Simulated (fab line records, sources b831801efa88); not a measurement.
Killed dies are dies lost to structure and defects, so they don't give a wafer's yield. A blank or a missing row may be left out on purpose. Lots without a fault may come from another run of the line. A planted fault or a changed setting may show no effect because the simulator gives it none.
Problem report in the 8D (eight disciplines) form, filled by code | flow sky130 | the parts of the form that need people (team, actions taken, sign-off) are left out

1. THE PROBLEM
POLY_GATE_CVD_00_THK at SKY_POLY_GATE_THK_MEAS_01 reads a mean of 153.2 nm on 3 wafers of 1 lot; wafers without a fault read 180.7 nm with a standard deviation of 1.9. That is -14 standard deviations from the usual mean.
First seen on wafer L774.1, day 16 17:55, on film_metro-01. The record holds 33 wafers of 11 lots with a number at this step. Rule for "out", or "out of limits": more than 4 standard deviations from the usual mean. The other wafers with a number count as sound.

2. WHAT IT IS AND WHAT IT IS NOT
question                    | is                     | is not
which readings at this step | POLY_GATE_CVD_00_THK   | -
which lots                  | L774                   | L767, L769, L780, L782, L783, L784, L785, L786, L787, L789
which wafers of those lots  | all that have a number | -
read on which gauges        | film_metro-01          | film_metro-02, film_metro-03
when                        | from day 16 17:55      | up to then (6 sound wafers); but 24 sound wafers of L780, L782, L783, L784, L785, L786, L787, L789 came after

3. SUSPECTS, AND WHAT RULES EACH OUT
Counting: a tool at a process step up to the reading stays a suspect if it ran every lot that is out and no sound lot after the first of them.
- the gauge at SKY_POLY_GATE_THK_MEAS_01: ruled out. All the wafers that are out were read on film_metro-01, but those of them that SKY_POLY_GATE_CVD_00 has rows for are out there too, on other tools.
- lpcvd-01 at SKY_POLY_GATE_CVD_00 (deposits poly-Si, target thk 180 nm, time 720 s): ruled out as a lasting fault. Sound lots L780, L782, L783, L784, L785, L786, L787, L789 ran on it after its first lot that is out, L774 (day 16 16:07).
Left after counting: nothing in the record.

4. THE CAUSE (what the simulator had put in)
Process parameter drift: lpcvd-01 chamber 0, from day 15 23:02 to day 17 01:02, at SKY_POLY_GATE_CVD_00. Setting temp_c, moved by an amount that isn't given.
Counting ruled it out, wrongly: the rule takes a fault to strike every lot that its tool runs from its start on, and this one did not.

5. THE CHAIN OF EFFECTS, in route order
Each row: a reading whose mean over the struck wafers that have a number lies more than 3 standard deviations from the usual. Only readings for which the record gives a usual standard deviation are gone through. hours: the time from each lot's start at the first step in this table that gives one to its start at this step, as a median over the lots. sigmas: the change in usual standard deviations.
hours | step                      | reading              | usual      | on struck wafers | change | sigmas
0     | SKY_POLY_GATE_CVD_00      | spike_tc_bottom_C    | 641.2 C    | 634.0            | -7.2   | -7.2
0     | SKY_POLY_GATE_CVD_00      | spike_tc_centre_C    | 621.6 C    | 614.7            | -6.9   | -5.0
0     | SKY_POLY_GATE_CVD_00      | spike_tc_lower_C     | 620.0 C    | 611.9            | -8.1   | -8.4
0     | SKY_POLY_GATE_CVD_00      | spike_tc_upper_C     | 619.2 C    | 611.1            | -8.1   | -6.8
0     | SKY_POLY_GATE_CVD_00      | susceptor_temp_C     | 619.96 C   | 612.17           | -7.79  | -28
2     | SKY_POLY_GATE_THK_MEAS_01 | POLY_GATE_CVD_00_THK | 180.7 nm   | 153.2            | -27.5  | -14
63    | SKY_POLY_GATE_ETCH_17     | oes_product_au       | 0.988 a.u. | 0.886            | -0.102 | -14
The process steps in it:
- SKY_POLY_GATE_CVD_00: deposits poly-Si, target thk 180 nm, time 720 s.
- SKY_POLY_GATE_ETCH_17: etches poly-Si in HBr/Cl2, stops on SiO2, target depth 180 nm, time 70.5 s.
Later measuring or inspecting steps at which every struck wafer that the step has a row for has a number for every such reading, and none has moved that far: SKY_POLY_GATE_CD_MEAS_13.

6. WHAT WOULD HAVE CAUGHT IT SOONER
In this record the first reading out of limits at a measuring or inspecting step was taken at day 16 17:55, 19 hours after the fault began at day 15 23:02.
The tool's own readings at SKY_POLY_GATE_CVD_00 were out on every struck wafer that the step has a row for (spike_tc_bottom_C, spike_tc_centre_C, spike_tc_lower_C, spike_tc_upper_C, susceptor_temp_C): an alarm limit on them would have fired on the first of those.
